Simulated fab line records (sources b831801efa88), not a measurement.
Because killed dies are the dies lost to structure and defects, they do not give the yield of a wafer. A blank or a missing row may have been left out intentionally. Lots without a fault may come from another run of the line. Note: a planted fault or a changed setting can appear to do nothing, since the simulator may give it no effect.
Matching of chambers	flow gf180mcu	GF_V2_CVD_02 on pecvd-03 has 3 sister chambers
The step deposits SiO2 from TEOS, target thk 850 nm, time 94.851 s. 14 wafers are shown with their chamber, then 7 later ones without.

WAFERS, EACH WITH ITS CHAMBER
wafer	chamber	heater power w (W)
L075.1	2	648
L075.2	1	704
L075.3	0	514
L075.4	1	705
L075.5	0	572
L075.6	2	737
L083.1	2	800
L083.3	1	698
L083.4	1	712
L087.1	1	708
L087.3	0	616
L087.6	1	716
L091.1	0	605
L091.3	2	663

SIGNATURES (averages over the wafers above)
reading	chamber 0	chamber 1	chamber 2	scatter within a chamber
heater power w	576.75	707.17	712.00	44.1
Rule: a wafer lies at a distance from a chamber equal to the root of the sum of squares, over the readings, of (its reading less the chamber's mean, divided by the reading's scatter). The wafer belongs to the nearest chamber; if the next one is less than 2 further off, it can't be placed. How the scatter is found: for the shown wafers, subtract from each reading the mean of its chamber, square and add these, divide the total by (wafers less chambers), then take the root.

WAFERS WITHOUT THEIR CHAMBER
wafer	heater power w (W)
L091.5	581
L094.1	646
L094.3	644
L094.5	515
L095.2	689
L095.3	591
L095.4	708

THE CHAMBER EACH PASSED THROUGH
wafer	from the rows above	in truth
L091.5	0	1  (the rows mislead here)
L094.1	can't be placed: 1 or 2 or 0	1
L094.3	can't be placed: 1 or 0 or 2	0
L094.5	0	0
L095.2	can't be placed: 1 or 2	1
L095.3	0	0
L095.4	can't be placed: 1 or 2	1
Correct placement for 2 of the 7. These rows do not allow placing 4 (true chamber among the candidates in 4). Wrongly placed: 1.
